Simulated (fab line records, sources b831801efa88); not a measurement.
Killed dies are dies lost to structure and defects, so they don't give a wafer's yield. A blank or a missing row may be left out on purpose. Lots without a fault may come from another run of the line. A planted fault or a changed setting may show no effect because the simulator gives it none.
Which tool did it? | flow sky130 | 6 lots, 18 wafers sampled, at 1 step of a route of 708

WHAT THE GAUGES READ, wafer by wafer
SKY_METAL1_RS_MEAS_05: measures by four-point-probe.
lot  | measured     | on            | METAL1_ALCU_RS (ohm/sq)
L288 | day 32 15:29 | film_metro-04 | 0.1275 0.1272 0.1264
L291 | day 33 17:41 | film_metro-02 | 0.1257 0.1264 0.1267
L293 | day 34 12:32 | film_metro-02 | 0.1260 0.1275 0.1262
L300 | day 36 13:33 | film_metro-04 | 0.1281 0.1268 0.1267
L306 | day 38 00:41 | film_metro-02 | 0.1274 0.1266 0.1265
L308 | day 39 00:34 | film_metro-04 | 0.1268 0.1261 0.1270

WHICH TOOL RAN EACH LOT (tool, then ch and the chambers of the sampled wafers, then the start)
The record holds no process step before these readings.

THE ANSWER, worked out from the rows above alone
Rule: what is usual is taken from the lots themselves. Put in order of their means at a reading, lots are off if they are a third of the lots or fewer, leave a main group of 4 or more, and stand apart from it by a gap of 3 or more times the standard deviation of the main group's means; of several such gaps the widest counts. A main group whose means are all the same, to the digits that the tables above print for the reading, isn't used. A lot without any number at a reading at which 4 lots or more have one is off too. The other lots that the step has rows for count as sound.
No lot is off at any reading shown: from this, nothing can be told.

WHAT THE SIMULATOR HAD PUT IN
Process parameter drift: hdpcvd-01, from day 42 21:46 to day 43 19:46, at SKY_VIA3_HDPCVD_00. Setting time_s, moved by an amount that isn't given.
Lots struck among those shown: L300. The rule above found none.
